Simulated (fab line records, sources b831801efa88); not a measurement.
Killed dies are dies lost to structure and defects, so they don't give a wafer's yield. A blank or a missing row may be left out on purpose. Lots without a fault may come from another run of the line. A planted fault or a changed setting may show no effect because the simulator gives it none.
Which tool did it? | flow gf180mcu | 11 lots, 33 wafers sampled, at 5 steps of a route of 602

WHAT THE GAUGES READ, wafer by wafer
GF_V2_THK_MEAS_25: measures by xrf.
lot  | measured     | on            | V2_W_THK (nm)
L816 | day 21 05:22 | film_metro-04 | 355 348 352
L817 | day 21 13:07 | film_metro-02 | 355 353 348
L820 | day 22 09:19 | film_metro-01 | 359 362 362
L822 | day 23 04:14 | film_metro-01 | 358 359 355
L824 | day 24 02:31 | film_metro-02 | 355 350 349
L826 | day 24 21:49 | film_metro-01 | 358 359 360
L827 | day 25 06:08 | film_metro-04 | 353 354 357
L832 | day 26 17:05 | film_metro-02 | 347 349 352
L833 | day 26 19:19 | film_metro-04 | 352 352 344
L836 | day 27 16:20 | film_metro-01 | 354 354 349
L837 | day 28 01:50 | film_metro-04 | 352 357 349

GF_M3_RS_MEAS_05: measures by four-point-probe.
lot  | measured     | on            | M3_ALCU_RS (ohm/sq)
L816 | day 21 05:57 | film_metro-03 | 0.0683 0.0685 0.0695
L817 | day 21 13:42 | film_metro-03 | 0.0695 0.0682 0.0682
L820 | day 22 09:53 | film_metro-03 | 0.0686 0.0696 0.0685
L822 | day 23 04:49 | film_metro-04 | 0.0692 0.0687 0.0688
L824 | day 24 03:06 | film_metro-03 | 0.0693 0.0686 0.0685
L826 | day 24 22:25 | film_metro-03 | 0.0705 0.0717 0.0712 0.0704 0.0717 0.0711
L827 | day 25 06:44 | film_metro-03 | 0.0690 0.0701 0.0696
L832 | day 26 17:40 | film_metro-01 | 0.0686 0.0682 0.0693
L833 | day 26 19:54 | film_metro-01 | 0.0700 0.0701 0.0700
L836 | day 27 17:06 | film_metro-01 | 0.0689 0.0682 0.0695
L837 | day 28 02:25 | film_metro-01 | 0.0696 0.0692 0.0691

WHICH TOOL RAN EACH LOT (tool, then ch and the chambers of the sampled wafers, then the start)
lot  | GF_V2_STRIP_18                       | GF_M3_SPUTTER_01             | GF_M3_SPUTTER_03
L816 | plasma_asher-04 ch 0,1, day 21 04:29 | pvd_sputter-02, day 21 05:49 | pvd_sputter-02, day 21 05:52
L817 | plasma_asher-04 ch 0,1, day 21 12:14 | pvd_sputter-04, day 21 13:34 | pvd_sputter-04, day 21 13:37
L820 | plasma_asher-02 ch 0,1, day 22 08:25 | pvd_sputter-02, day 22 09:46 | pvd_sputter-02, day 22 09:50
L822 | plasma_asher-02 ch 0,1, day 23 03:22 | pvd_sputter-04, day 23 04:41 | pvd_sputter-04, day 23 04:44
L824 | plasma_asher-02 ch 0,1, day 24 01:40 | pvd_sputter-04, day 24 02:59 | pvd_sputter-04, day 24 03:02
L826 | plasma_asher-02 ch 0, day 24 20:58   | pvd_sputter-02, day 24 22:17 | pvd_sputter-02, day 24 22:22
L827 | plasma_asher-04 ch 0,1, day 25 05:16 | pvd_sputter-04, day 25 06:34 | pvd_sputter-04, day 25 06:38
L832 | plasma_asher-02 ch 0,1, day 26 16:10 | pvd_sputter-02, day 26 17:33 | pvd_sputter-02, day 26 17:37
L833 | plasma_asher-03 ch 0,1, day 26 18:19 | pvd_sputter-02, day 26 19:46 | pvd_sputter-02, day 26 19:50
L836 | plasma_asher-04 ch 0,1, day 27 15:26 | pvd_sputter-02, day 27 16:59 | pvd_sputter-02, day 27 17:02
L837 | plasma_asher-03 ch 0,1, day 28 00:56 | pvd_sputter-04, day 28 02:17 | pvd_sputter-04, day 28 02:21
- GF_V2_STRIP_18: strips in O2/N2.
- GF_M3_SPUTTER_01: material TiN, target thk 30 nm, time 25 s.
- GF_M3_SPUTTER_03: material Ti, target thk 10 nm, time 6.7 s.

WHAT THE TOOLS THEMSELVES READ (means of the sampled wafers that have a number; where no wafer has one, the mark that the record gives instead)
GF_V2_STRIP_18.
lot  | tool            | drypump_motor_current_A (A) | heater_power_w (W) | o2_flow_sccm (sccm) | oes_product_au (a.u.) | platen_temp_c (C)
L816 | plasma_asher-04 | 6.2                         | 325                | 3005                | 0.596                 | 249.83
L817 | plasma_asher-04 | 6.2                         | 331                | 3001                | 0.592                 | 250.15
L820 | plasma_asher-02 | 5.3                         | 300                | 3002                | 0.598                 | 249.98
L822 | plasma_asher-02 | 5.2                         | 307                | 2995                | 0.592                 | 250.02
L824 | plasma_asher-02 | 5.2                         | 304                | 2998                | 0.593                 | 249.86
L826 | plasma_asher-02 | 5.4                         | 291                | 2990                | 0.593                 | 250.05
L827 | plasma_asher-04 | 6.2                         | 325                | 3015                | 0.599                 | 250.07
L832 | plasma_asher-02 | 5.3                         | 300                | 3012                | 0.594                 | 250.01
L833 | plasma_asher-03 | 5.6                         | 341                | 2994                | 0.593                 | 249.95
L836 | plasma_asher-04 | 6.2                         | 323                | 3002                | 0.597                 | 250.10
L837 | plasma_asher-03 | 5.6                         | 337                | 3003                | 0.592                 | 250.13

GF_M3_SPUTTER_01.
lot  | tool           | cathode_dc_power_W (W) | chamber_pressure_pa (Pa) | throttle_valve_pct (%)
L816 | pvd_sputter-02 | 6500.2                 | 0.4003                   | 31.2
L817 | pvd_sputter-04 | 6500.8                 | 0.4004                   | 30.4
L820 | pvd_sputter-02 | 6500.5                 | 0.4002                   | 30.5
L822 | pvd_sputter-04 | 6500.4                 | 0.4005                   | 29.7
L824 | pvd_sputter-04 | 6500.7                 | 0.4002                   | 30.4
L826 | pvd_sputter-02 | 6500.0                 | 0.3996                   | 30.2
L827 | pvd_sputter-04 | 6499.7                 | 0.4002                   | 29.2
L832 | pvd_sputter-02 | 6500.0                 | 0.4005                   | 31.0
L833 | pvd_sputter-02 | 6500.5                 | 0.4009                   | 30.5
L836 | pvd_sputter-02 | 6500.6                 | 0.4003                   | 30.9
L837 | pvd_sputter-04 | 6500.8                 | 0.3996                   | 29.7

GF_M3_SPUTTER_03.
lot  | tool           | cathode_dc_power_W (W) | chamber_pressure_pa (Pa) | throttle_valve_pct (%)
L816 | pvd_sputter-02 | 3000.3                 | 0.2996                   | 31.3
L817 | pvd_sputter-04 | 2999.9                 | 0.2996                   | 30.3
L820 | pvd_sputter-02 | 3000.0                 | 0.2996                   | 30.7
L822 | pvd_sputter-04 | 3000.2                 | 0.2997                   | 29.9
L824 | pvd_sputter-04 | 3000.4                 | 0.3002                   | 30.3
L826 | pvd_sputter-02 | -                      | -                        | -
L827 | pvd_sputter-04 | -                      | -                        | -
L832 | pvd_sputter-02 | 2999.6                 | 0.2999                   | 31.0
L833 | pvd_sputter-02 | 2999.6                 | 0.2999                   | 30.5
L836 | pvd_sputter-02 | 3000.0                 | 0.2999                   | 31.0
L837 | pvd_sputter-04 | 2999.7                 | 0.2994                   | 29.6

THE ANSWER, worked out from the rows above alone
Rule: what is usual is taken from the lots themselves. Put in order of their means at a reading, lots are off if they are a third of the lots or fewer, leave a main group of 4 or more, and stand apart from it by a gap of 3 or more times the standard deviation of the main group's means; of several such gaps the widest counts. A main group whose means are all the same, to the digits that the tables above print for the reading, isn't used. A lot without any number at a reading at which 4 lots or more have one is off too. The other lots that the step has rows for count as sound. The gauges are gone through in route order, then the tools' own readings, and for those a lot's mean is taken as printed above. The first step at which some lot is off is used, and at that step the reading that is off furthest; a lot without a number counts as furthest.
Off: L826, L827, at GF_M3_SPUTTER_03 (cathode_dc_power_W). Without a number there: L826, L827. The main group: mean 3000.0 W, standard deviation 0.28.
A tool fits if, at that step or a process step before it, it ran every lot that is off, and no sound lot after the first of them. None of those tried fits.

WHAT THE SIMULATOR HAD PUT IN
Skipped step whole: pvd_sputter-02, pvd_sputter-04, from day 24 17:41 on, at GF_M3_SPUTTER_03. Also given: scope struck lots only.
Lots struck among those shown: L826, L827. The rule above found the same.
